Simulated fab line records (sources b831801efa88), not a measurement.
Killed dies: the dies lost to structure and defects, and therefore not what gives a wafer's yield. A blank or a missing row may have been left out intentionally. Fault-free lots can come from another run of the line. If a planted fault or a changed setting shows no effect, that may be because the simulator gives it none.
A struck lot beside a sound one + flow sky130 + 15 steps out of a route of 708
Sound: wafers L301.2, L301.3, L301.6. The struck wafers were L296.1, L296.3, L296.6. The cause is named last.
Per side, at each step with rows, come the tool, then ch with its chambers, and then its first start. Under that, the readings that differ: sound wafers + struck wafers + difference of the means + sigmas: that difference in standard deviations of wafers without a fault.
alike: same words and numbers on both sides, and readings whose means sit less than 2 such deviations apart. not compared: any withheld reading, any reading some wafer has no value for, any bound like >300 that may hide the same value, and any number with overlapping values for which the record gives no deviation.
The two part at a step that has a row with sigmas, a row that says differs or no value, or rows on one side only. Non-overlapping numbers with no deviation appear without sigmas and do not part them. A reading missing from all wafers of one side parts the sides only when that side holds two or more wafers.

first, 6 steps without rows for these wafers: SKY_GATE_OXIDE_HMDS_04 (prime time 60 s); SKY_GATE_OXIDE_COAT_05 (resist thk 1140 nm); SKY_GATE_OXIDE_SOFTBAKE_06 (time 60 s); SKY_GATE_OXIDE_EXPOSE_07 (exposes mask LVOM, target cd 600 nm); SKY_GATE_OXIDE_PEB_08; SKY_GATE_OXIDE_DEVELOP_09 (develop time 60 s).
SKY_GATE_OXIDE_OVL_MEAS_10:
  sound on overlay-02 at day 19 23:32; struck on overlay-02 at day 18 03:02
  alike: GATE_OXIDE_OVL
then, 2 steps without rows for these wafers: SKY_GATE_OXIDE_IMPLANT_11; SKY_GATE_OXIDE_WET_ETCH_12 (etches SiO2 in dHF, target depth 16.8 nm, time 336 s).
SKY_GATE_OXIDE_STRIP_13: strips in O2/N2.
  sound on plasmaAsher-02 ch 0,1, day 19 23:50; struck on plasmaAsher-03 ch 0, day 18 03:20
  alike: drypumpMotorCurrentA, oesProductAu, stripTimeToEndpointS
  not compared: rfHoursCounterH
SKY_GATE_OXIDE_TW_MEAS_14:
  sound on filmMetro-01 at day 19 23:57; struck on filmMetro-03 at day 18 03:26
  alike: GATE_OXIDE_TW
then, 1 step without rows for these wafers: SKY_GATE_OXIDE_CLEAN_15 (cleans in SC1/SC2, time 150 s).
SKY_GATE_OXIDE_OXIDATION_16: stabilise 600 s, purge 300 s, target thk 3.57 nm.
  sound on furnace-02 ch 0, day 20 00:03; struck on furnace-01 ch 0, day 18 04:15
| reading            | sound             | struck            | difference | sigmas |
|--------------------|-------------------|-------------------|------------|--------|
| spikeTcBottomC (C) | 819.8 817.8 818.1 | 807.6 808.5 809.7 | -10.0      | -7     |
| spikeTcCentreC (C) | 799.1 800.6 801.0 | 790.3 791.9 792.3 | -8.7       | -8     |
| spikeTcLowerC (C)  | 800.5 800.0 801.7 | 791.1 789.2 790.6 | -10.4      | -11    |
| spikeTcTopC (C)    | 812.3 811.1 815.0 | 805.3 807.4 807.6 | -6.0       | -3     |
| spikeTcUpperC (C)  | 800.2 800.2 802.2 | 791.9 790.3 793.1 | -9.1       | -8     |
  alike: rampUpCPerMin
  not compared: model.SiO2_of_GATE_OXIDE_OXIDATION_01.thkNm
then, 1 step without rows for these wafers: SKY_POLY_GATE_CVD_00 (deposits poly-Si, target thk 180 nm, time 720 s).
-- record jumps: 31 days separate the struck wafers' starts on either side; left off in module POLY_GATE, taken up again in module PAD_OPEN, whose first shown step is the route's number 708 --
SKY_PAD_OPEN_PROBE_99:
  sound on prober-01 at day 49 23:41; struck on prober-02 at day 48 22:57
| reading                                 | sound               | struck             | difference | sigmas |
|-----------------------------------------|---------------------|--------------------|------------|--------|
| model.etest.nfet_01v8_lvt.driveUaUm     | 565.4 575.6 558.6   | 609.2 624.1 631.2  | +55.0      |        |
| model.etest.nfet_01v8_swapped.driveUaUm | 501.3 511.2 495.4   | 537.6 546.2 562.5  | +46.1      |        |
| model.etest.nfet_01v8_turned.driveUaUm  | 498.4 506.4 493.8   | 535 551.1 563.9    | +50        |        |
| model.etest.nfet_01v8.driveUaUm         | 498 506.4 494       | 541.9 546.7 557.1  | +49.1      |        |
| model.etest.sramNfetPass.driveUaUm      | 491.4 492.7 470.2   | 514.1 521.7 547.7  | +43.1      |        |
| model.etest.nfet_05v0_nvt.driveUaUm     | 580.8 575 575.7     | 587.2 583.5 584    | +7.7       |        |
| model.etest.capThinOxide.gateLog10ACm2  | -7.169 -7.03 -7.532 | -6.17 -6.158 -5.92 | +1.16      |        |
  alike: killed_at_M0_to_M3, killed_at_M4_up, killedAtContacts, killedAtFrontEnd, killedAtOther, killedDies, killedOpen, killedShort
  not compared: model.etest.capThickOxide.gateLog10ACm2

## WHERE THEY PART
Only at SKY_GATE_OXIDE_OXIDATION_16, within this record. Later steps at which nothing parts them and some readings are alike: SKY_PAD_OPEN_PROBE_99.

WHY: whatever the simulator had introduced
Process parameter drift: furnace-01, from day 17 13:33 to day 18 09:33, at SKY_GATE_OXIDE_OXIDATION_16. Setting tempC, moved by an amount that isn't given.
